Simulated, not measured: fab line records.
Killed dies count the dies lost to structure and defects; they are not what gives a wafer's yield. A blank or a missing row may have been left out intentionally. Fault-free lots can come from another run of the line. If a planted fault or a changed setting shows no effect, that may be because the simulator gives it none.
fab line records	flow sky130
record: lots: 6	wafers: 18	lastDay: 50
route steps=708 shown LI_CONTACT@371 PAD_OPEN@708
lots with no fault: from the same line, run without faults
startH: hours from the record's opening day to when the first of the lot's shown wafers began	waitH: how many hours have passed since the lot's step before this one	" unchanged from the row above	L1.1+2: several wafers, shown together as one row	- either no value or no given start	* or withheld: withheld	< > ~ a bound
route shown NAME@n: names a module that has steps shown in the file, with the first one's number in the route	usual: average and standard deviation across the fault-free wafers	same: alike in all rows	chamber/n: place in a boat	sites: the reading at each site	_std_site: the standard deviation of these	_edge_site: the outer-site mean with the inner-site mean subtracted	radiusMm: for every site, how far away it sits from the centre of the wafer	mask NAME#n: copy n	behind: the tool/chamber that last shaped the wafer	hold: reason for holding the lot/hours on hold/outcome of the hold	device: the transistor (n, p or np) that didn't switch	end of line: tests run on the same wafers once the route is complete	a step with no rows: only its recipe	killed: count of dies lost to structure and defects at first sort (not the wafer's yield)	map: a wafer's dies, marking killed ones x, the rest . and places with no die _
set.NAME: the setting as run; set.NAME@STEP: as run at that earlier step	model.NAME: the simulator's own value behind a step, which no gauge read
lots seen at some steps along the route; tables by step, rows by wafer
services: when a tool's chamber went out of use (startH, in hours from the record's first day, below 0 if earlier), for how many hours, and the reason
== steps ==
step: SKY_LI_CONTACT_EXPOSE_09
recipe: maskId: LICM1	na: 0.8	sourceShape: annular	sigmaInner: 0.55	sigmaOuter: 0.85	targetCdNm: 170	doseMj: 38
step: SKY_LI_CONTACT_PEB_10
recipe: pebTempC: withheld	pebTimeS: withheld	resist: KrF-thick
step: SKY_LI_CONTACT_DEVELOP_11
recipe: developTimeS: 60	resist: KrF-thick	devTempC: 21
step: SKY_LI_CONTACT_CD_MEAS_12
recipe: targetCdNm: 170
usual: cdNm: 170.0/1.4
lot.wafer	tool	chamber	startH	waitH	cdNm
L737.1	cdSem-02	-	663.73	-	168.4
L737.4	"	-	"	"	165.6
L737.6	"	-	"	"	167.0
L744.1	cdSem-01	-	735.36	-	170.5
L744.2	"	-	"	"	171.9
L744.6	"	-	"	"	171.1
L742.2	cdSem-02	-	737.95	-	168.5
L742.4	"	-	"	"	169.8
L742.6	"	-	"	"	170.3
L753.1	cdSem-02	-	799.88	-	169.2
L753.4	"	-	"	"	168.7
L753.5	"	-	"	"	169.9
L754.2	cdSem-01	-	810.35	-	170.2
L754.3	"	-	"	"	170.5
L754.5	"	-	"	"	170.2
L757.1	cdSem-01	-	835.53	-	170.0
L757.2	"	-	"	"	169.2
L757.6	"	-	"	"	169.8
step: SKY_LI_CONTACT_OVL_MEAS_13
usual: LI_CONTACT_OVL: 1/6.3
lot.wafer	tool	chamber	startH	waitH	LI_CONTACT_OVL[nm]
L737.1	overlay-02	-	663.85	0.1	4
L737.4	"	-	"	"	-3
L737.6	"	-	"	"	-11
L744.1	overlay-02	-	735.48	0.1	-1
L744.2	"	-	"	"	7
L744.6	"	-	"	"	0
L742.2	overlay-02	-	738.06	0.1	13
L742.4	"	-	"	"	8
L742.6	"	-	"	"	17
L753.1	overlay-01	-	800.00	0.1	2
L753.4	"	-	"	"	-3
L753.5	"	-	"	"	3
L754.2	overlay-01	-	810.45	0.1	0
L754.3	"	-	"	"	-10
L754.5	"	-	"	"	-9
L757.1	overlay-02	-	835.65	0.1	-6
L757.2	"	-	"	"	2
L757.6	"	-	"	"	-5
step: SKY_LI_CONTACT_ETCH_14
recipe: chemistry: N2/H2	target: BARC	ionEnergyEv: 200	sourceW: 500	biasW: 100	pressureMtorr: 30	n2FlowSccm: 100	h2FlowSccm: 200	stopOn: SiO2	timeS: 45.9	targetDepthA: 600
step: SKY_LI_CONTACT_ETCH_15
recipe: target: PSG	chemistry: C4F8/O2/Ar	stopOn: Si	taperDeg: 4.15	maskMaterial: KrF-thick	sourceW: 1500	biasW: 1200	pressureMtorr: 40	c4f8FlowSccm: withheld	O2_flow_sccm: 6	Ar_flow_sccm: 300	timeS: withheld	targetDepthA: 6000
usual: biasW: 1200/3.4	oesProductAu: 0.837/0.0045
lot.wafer	tool	chamber	startH	waitH	biasW	oesProductAu
L737.1	rieDiel-03	2	663.93	0.0	1203	0.837
L737.4	"	0	"	"	1205	0.844
L737.6	"	2	"	"	1193	0.841
L744.1	rieDiel-02	3	735.56	0.0	1192	0.835
L744.2	"	2	"	"	1201	0.841
L744.6	"	2	"	"	1202	0.835
L742.2	rieDiel-03	1	738.13	0.0	1204	0.839
L742.4	"	2	"	"	1196	0.835
L742.6	"	1	"	"	1202	0.837
L753.1	rieDiel-01	0	800.07	0.0	1201	0.843
L753.4	"	2	"	"	1201	0.837
L753.5	"	3	"	"	1197	0.836
L754.2	rieDiel-01	0	810.52	0.0	1199	0.839
L754.3	"	2	"	"	1198	0.836
L754.5	"	3	"	"	1196	0.840
L757.1	rieDiel-01	1	835.72	0.0	1200	0.832
L757.2	"	2	"	"	1209	0.843
L757.6	"	0	"	"	1203	0.841
step: SKY_LI_CONTACT_STRIP_16
recipe: chemistry: O2/N2	powerW: 1400	pressureMtorr: 1500	platenTempC: withheld	o2FlowSccm: 3000	n2FlowSccm: 300	overashFraction: 0.5
usual: drypumpMotorCurrentA: 5.7/0.46	oesProductAu: 0.375/0.0051	stripTimeToEndpointS: 3.50/0.034
lot.wafer	tool	chamber	startH	waitH	drypumpMotorCurrentA	oesProductAu	rfHoursCounterH	stripTimeToEndpointS
L737.1	plasmaAsher-03	0	664.02	-	4.8	0.373	23	3.49
L737.4	"	0	"	"	4.8	0.369	-	3.47
L737.6	"	1	"	"	5.8	0.374	-	3.45
L744.1	plasmaAsher-01	1	735.64	-	6.3	0.370	87	3.51
L744.2	"	0	"	"	5.2	0.368	87	3.46
L744.6	"	0	"	"	5.1	0.369	-	3.47
L742.2	plasmaAsher-01	1	738.22	-	6.3	0.375	88	3.51
L742.4	"	1	"	"	6.3	0.373	-	3.48
L742.6	"	0	"	"	5.2	0.366	-	3.52
L753.1	plasmaAsher-03	0	800.16	-	4.8	0.375	36	3.47
L753.4	"	1	"	"	5.9	0.387	-	3.51
L753.5	"	0	"	"	4.8	0.371	-	3.44
L754.2	plasmaAsher-02	0	810.61	-	6.0	0.375	7	3.47
L754.3	"	1	"	"	5.8	0.380	-	3.54
L754.5	"	0	"	"	6.0	0.374	-	3.48
L757.1	plasmaAsher-02	1	835.81	-	5.8	0.374	9	3.54
L757.2	"	0	"	"	6.0	0.378	9	3.62
L757.6	"	1	"	"	5.8	0.376	-	3.47
step: SKY_LI_CONTACT_CLEAN_17
recipe: chemistry: NMP	timeS: 600	tempC: 60	dry: n2Spin
step: SKY_LI_CONTACT_PRE_CLEAN_18
recipe: gas: Ar	timeS: 5.6	biasV: 358
step: SKY_LI_CONTACT_SPUTTER_19
recipe: material: Ti	targetThkNm: 20	chamberPressurePa: 5	powerW: 2500	substrateTempC: 200	timeS: 106.37
usual: cathodeDcPowerW: 2500.0/0.44	throttleValvePct: 30.0/1.2
lot.wafer	tool	chamber	startH	waitH	cathodeDcPowerW	throttleValvePct
L737.1	pvdSputter-01	-	664.31	0.0	2500.1	28.0
L737.4	"	-	"	"	2500.3	30.2
L737.6	"	-	"	"	2500.1	29.4
L744.1	pvdSputter-02	-	735.94	0.0	2500.1	28.4
L744.2	"	-	"	"	2498.6	30.9
L744.6	"	-	"	"	2500.4	31.1
L742.2	pvdSputter-02	-	738.51	0.0	2499.7	30.3
L742.4	"	-	"	"	2499.4	31.1
L742.6	"	-	"	"	2499.3	28.6
L753.1	pvdSputter-01	-	800.98	0.0	2500.7	30.3
L753.4	"	-	"	"	2499.5	30.7
L753.5	"	-	"	"	2499.9	30.3
L754.2	pvdSputter-01	-	810.90	0.0	2500.0	29.7
L754.3	"	-	"	"	2500.3	30.5
L754.5	"	-	"	"	2499.9	30.3
L757.1	pvdSputter-04	-	836.11	0.0	2499.8	28.2
L757.2	"	-	"	"	2500.2	28.7
L757.6	"	-	"	"	2499.3	28.2
step: SKY_LI_CONTACT_SPUTTER_20
recipe: material: TiN	targetThkNm: 20	chamberPressurePa: 5	powerW: 4000	timeS: 80
usual: cathodeDcPowerW: 4000.1/0.71	throttleValvePct: 30.0/1.1
lot.wafer	tool	chamber	startH	waitH	cathodeDcPowerW	throttleValvePct
L737.1	pvdSputter-01	-	664.39	0.0	4001.1	28.0
L737.4	"	-	"	"	3999.5	30.6
L737.6	"	-	"	"	3999.6	29.6
L744.1	pvdSputter-02	-	736.01	0.0	4000.1	28.9
L744.2	"	-	"	"	3999.6	31.4
L744.6	"	-	"	"	3999.6	31.1
L742.2	pvdSputter-02	-	738.59	0.0	3999.9	30.2
L742.4	"	-	"	"	3999.3	31.1
L742.6	"	-	"	"	3999.4	28.5
L753.1	pvdSputter-01	-	801.05	0.0	3999.1	30.6
L753.4	"	-	"	"	4000.3	30.7
L753.5	"	-	"	"	3999.9	30.6
L754.2	pvdSputter-01	-	810.98	0.0	4000.0	29.9
L754.3	"	-	"	"	4001.1	30.5
L754.5	"	-	"	"	4000.8	30.6
L757.1	pvdSputter-04	-	836.19	0.0	4000.5	28.2
L757.2	"	-	"	"	4001.2	28.9
L757.6	"	-	"	"	3999.7	28.3
step: SKY_LI_CONTACT_CVD_21
recipe: material: W	targetThkNm: 400	timeS: 120.56	tempC: 400	pressureTorr: 40
usual: heaterPowerW: 821/58	susceptorTempC: 400.03/0.23
lot.wafer	tool	chamber	startH	waitH	heaterPowerW	susceptorTempC	model.W_of_LI_CONTACT_CVD_21.thkNm
L737.1	cvdW-02	1	664.45	0.0	802	400.06	402.2
L737.4	"	0	"	"	904	399.97	396.6
L737.6	"	1	"	"	806	400.21	399.5
L744.1	cvdW-02	1	736.07	0.0	811	403.24	432.8
L744.2	"	0	"	"	898	403.57	426.9
L744.6	"	1	"	"	805	403.13	425.4
L742.2	cvdW-02	0	738.65	0.0	927	403.82	417.4
L742.4	"	1	"	"	825	403.52	416.9
L742.6	"	1	"	"	814	403.23	420.3
L753.1	cvdW-01	1	801.12	0.0	766	399.92	398.9
L753.4	"	1	"	"	769	399.77	402.1
L753.5	"	0	"	"	770	400.15	393.5
L754.2	cvdW-02	1	811.04	0.0	799	400.04	399.7
L754.3	"	0	"	"	919	399.93	403.3
L754.5	"	1	"	"	786	399.67	405.8
L757.1	cvdW-02	0	836.26	0.0	907	399.94	398.6
L757.2	"	1	"	"	780	400.13	400.9
L757.6	"	1	"	"	796	400.02	404.2
step: SKY_LI_CONTACT_RS_MEAS_22
recipe: thkMeasGauge: four-point-probe	reads: W_of_LI_CONTACT_CVD_21+TiN_of_LI_CONTACT_SPUTTER_20+Ti_of_LI_CONTACT_SPUTTER_19
usual: LI_CONTACT_W_RS: 0.285/0.0031
lot.wafer	tool	chamber	startH	waitH	LI_CONTACT_W_RS[ohm/sq]
L737.1	filmMetro-01	-	664.57	0.1	0.283
L737.4	"	-	"	"	0.287
L737.6	"	-	"	"	0.286
L744.1	filmMetro-02	-	736.20	0.1	0.263
L744.2	"	-	"	"	0.267
L744.6	"	-	"	"	0.268
L742.2	filmMetro-01	-	738.79	0.1	0.272
L742.4	"	-	"	"	0.273
L742.6	"	-	"	"	0.271
L753.1	filmMetro-01	-	801.24	0.1	0.285
L753.4	"	-	"	"	0.283
L753.5	"	-	"	"	0.289
L754.2	filmMetro-03	-	811.19	0.1	0.285
L754.3	"	-	"	"	0.283
L754.5	"	-	"	"	0.281
L757.1	filmMetro-03	-	836.39	0.1	0.286
L757.2	"	-	"	"	0.284
L757.6	"	-	"	"	0.282
step: SKY_LI_CONTACT_THK_MEAS_23
recipe: thkMeasGauge: xrf	reads: W_of_LI_CONTACT_CVD_21
usual: LI_CONTACT_W_THK: 406/6
lot.wafer	tool	chamber	startH	waitH	LI_CONTACT_W_THK[nm]
L737.1	filmMetro-01	-	664.69	0.1	410
L737.4	"	-	"	"	405
L737.6	"	-	"	"	404
L744.1	filmMetro-02	-	736.32	0.1	436
L744.2	"	-	"	"	432
L744.6	"	-	"	"	433
L742.2	filmMetro-01	-	738.90	0.1	423
L742.4	"	-	"	"	423
L742.6	"	-	"	"	426
L753.1	filmMetro-01	-	801.36	0.1	400
L753.4	"	-	"	"	403
L753.5	"	-	"	"	393
L754.2	filmMetro-03	-	811.30	0.1	406
L754.3	"	-	"	"	412
L754.5	"	-	"	"	412
L757.1	filmMetro-03	-	836.51	0.1	403
L757.2	"	-	"	"	406
L757.6	"	-	"	"	412
step: SKY_LI_CONTACT_CMP_24
recipe: stopOn: PSG	tOverpolishS: 20	downForcePsi: 3.5	platenRpm: 60	targetThkNm: 0	padVelocityMS: 0.94248
usual: motorCurrentA: 11.2/1.1
lot.wafer	tool	chamber	startH	waitH	motorCurrentA
L737.4	cmp-02	2	664.75	0.0	11.2
L737.1	"	3	"	"	12.3
L737.6	"	2	"	"	11.3
L744.2	cmp-02	0	736.38	0.0	10.1
L744.1	"	2	"	"	11.3
L744.6	"	0	"	"	9.9
L742.2	cmp-01	0	738.95	0.0	11.5
L742.4	"	2	"	"	12.0
L742.6	"	1	"	"	11.8
L753.4	cmp-02	2	801.47	0.1	11.5
L753.1	"	0	"	"	10.5
L753.5	"	2	"	"	11.2
L754.2	cmp-01	3	811.35	0.0	12.5
L754.3	"	2	"	"	12.3
L754.5	"	0	"	"	11.7
L757.1	cmp-01	2	836.67	0.1	12.3
L757.2	"	3	"	"	12.3
L757.6	"	1	"	"	11.6
step: SKY_PAD_OPEN_PROBE_99
usual: killed_at_M0_to_M3: 44/7.5	killed_at_M4_up: 2.9/1.8	killedAtContacts: 24/5.1	killedAtFrontEnd: 16/4.7	killedAtOther: 0.3/0.46	killedDies: 87/9.9	killedOpen: 47/8	killedShort: 39/6.3
same: grossDies: 492	killedAtBackSide: 0
lot.wafer	tool	chamber	startH	waitH	killed_at_M0_to_M3	killed_at_M4_up	killedAtContacts	killedAtFrontEnd	killedAtOther	killedDies	killedOpen	killedShort
L737.1	prober-01	-	1068.25	0.1	36	3	29	21	0	89	46	43
L737.4	prober-01	-	1068.40	0.2	40	3	19	16	0	78	48	30
L737.6	prober-01	-	1068.50	0.2	51	1	24	22	0	98	56	42
L753.1	prober-01	-	1167.20	0.1	40	3	25	21	0	89	40	48
L753.4	prober-01	-	1167.35	0.2	33	5	25	16	1	80	41	39
L753.5	prober-01	-	1167.40	0.2	48	2	20	19	0	89	49	39
L757.1	prober-01	-	1190.65	0.1	46	1	30	21	0	98	57	41
L757.2	prober-01	-	1190.70	0.1	55	2	30	14	1	102	56	46
L757.6	prober-01	-	1190.90	0.2	62	7	28	14	0	111	65	46
killed by level:class
L737.1 CONTACT:geometricParticle:open=13 VIA1:geometricParticle:open=8 CONTACT:geometricParticle:short=7 FIELD_ISO:geometricParticle:open=5 METAL1:geometricParticle:short=5 FIELD_ISO:geometricParticle:short=4 POLY_GATE:geometricParticle:open=4 METAL2:geometricParticle:short=4
L737.4 CONTACT:geometricParticle:open=9 VIA1:geometricParticle:open=9 VIA2:geometricParticle:open=6 VIA1:geometricParticle:short=6 VIA3:geometricParticle:open=6 FIELD_ISO:geometricParticle:open=5 FIELD_ISO:geometricParticle:short=4 POLY_GATE:geometricParticle:open=4
L737.6 VIA1:geometricParticle:open=13 VIA3:geometricParticle:short=9 LI_CONTACT:geometricParticle:open=7 CONTACT:geometricParticle:open=7 VIA1:geometricParticle:short=6 FIELD_ISO:geometricParticle:open=5 SPACER:geometricParticle:open=5 VIA2:geometricParticle:open=5
L753.1 VIA1:geometricParticle:open=10 CONTACT:geometricParticle:open=8 POLY_GATE:geometricParticle:short=7 CONTACT:geometricParticle:short=7 FIELD_ISO:geometricParticle:short=5 VIA2:geometricParticle:open=5 VIA1:geometricParticle:short=5 FIELD_ISO:geometricParticle:open=4
L753.4 CONTACT:geometricParticle:open=9 VIA1:geometricParticle:open=8 FIELD_ISO:geometricParticle:open=7 LI_CONTACT:geometricParticle:open=5 CONTACT:geometricParticle:short=5 VIA3:geometricParticle:open=5 METAL4:geometricParticle:short=5 FIELD_ISO:geometricParticle:short=4
L753.5 VIA1:geometricParticle:open=11 VIA2:geometricParticle:open=9 LI_CONTACT:geometricParticle:open=6 CONTACT:geometricParticle:open=6 METAL3:geometricParticle:short=6 POLY_GATE:geometricParticle:open=5 CONTACT:geometricParticle:short=5 METAL2:geometricParticle:short=4
L757.1 CONTACT:geometricParticle:open=12 VIA1:geometricParticle:open=11 LI_CONTACT:geometricParticle:open=8 POLY_GATE:geometricParticle:short=7 POLY_GATE:geometricParticle:open=6 VIA3:geometricParticle:open=6 FIELD_ISO:geometricParticle:open=5 CONTACT:geometricParticle:short=5
L757.2 CONTACT:geometricParticle:open=15 VIA1:geometricParticle:open=12 LI_CONTACT:geometricParticle:open=8 METAL2:geometricParticle:short=8 METAL1:geometricParticle:short=7 VIA2:geometricParticle:open=7 POLY_GATE:geometricParticle:short=6 VIA1:geometricParticle:short=6
L757.6 CONTACT:geometricParticle:open=14 VIA1:geometricParticle:open=13 VIA3:geometricParticle:open=12 VIA1:geometricParticle:short=10 METAL1:geometricParticle:short=7 LI_CONTACT:geometricParticle:open=5 LOCAL_INTERCONNECT:geometricParticle:short=5 FIELD_ISO:geometricParticle:open=4
== services ==
tool	chamber	startH	hours	kind
cmp-01	-	640.66	4.3	repair
cmp-01	-	643.32	2.0	repair
cmp-02	-	644.48	0.6	repair
pvdSputter-02	-	649.33	12.2	repair
cvdW-01	-	660.73	0.5	repair
pvdSputter-04	-	676.46	2.1	repair
cmp-02	-	696.19	0.7	repair
rieDiel-03	0	698.99	3.4	repair
cvdW-01	-	700.24	2.8	repair
rieDiel-03	1	700.62	23.7	repair
cmp-01	-	711.22	4.5	pm
plasmaAsher-02	-	715.90	0.7	repair
cvdW-01	1	727.38	13.5	repair
pvdSputter-02	-	729.85	3.8	repair
plasmaAsher-02	-	733.75	9.0	pm
cmp-02	-	744.19	4.0	pm
plasmaAsher-01	-	768.38	1.8	repair
pvdSputter-01	-	789.80	9.3	repair
cvdW-02	1	801.05	2.5	repair
rieDiel-03	2	803.68	7.2	repair
rieDiel-03	2	818.76	19.9	repair
cmp-02	-	826.83	1.9	repair
plasmaAsher-01	-	833.81	2.8	pm
pvdSputter-01	-	836.60	7.2	repair
== key ==
firstSign: step: SKY_LI_CONTACT_CVD_21	reading: susceptorTempC	direction: up	sigmas: 15	usual: *	struck: *
effect: step: SKY_LI_CONTACT_RS_MEAS_22	reading: LI_CONTACT_W_RS	direction: down	sigmas: 5.1	usual: 0.285	struck: 0.269
effect: step: SKY_LI_CONTACT_THK_MEAS_23	reading: LI_CONTACT_W_THK	direction: up	sigmas: 3.8	usual: 406	struck: 429
modelEffect: step: SKY_LI_CONTACT_CVD_21	value: W_of_LI_CONTACT_CVD_21.thkNm	without: 399.9	struck: 423.3
metAt SKY_LI_CONTACT_CVD_21
struckWafers L742.2,L742.4,L742.6,L744.1,L744.2,L744.6
testerLeftOut L742,L744
onsetBetween 664.45 736.07
fault: kind: processParameterDrift	tool: cvdW-02	chamber: -	onsetH: 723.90	steps: SKY_LI_CONTACT_CVD_21	channel: tempC	offset: *	shape: step	endH: 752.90	actsIn: *	stated: *
testerLeftOut: of these lots the tester's yield and bins aren't shown, on N5 and GAA mostly nor the transistor test; their killed dies are dies lost to structure and defects alone, not to doping, threshold or leakage, so they don't give the yield
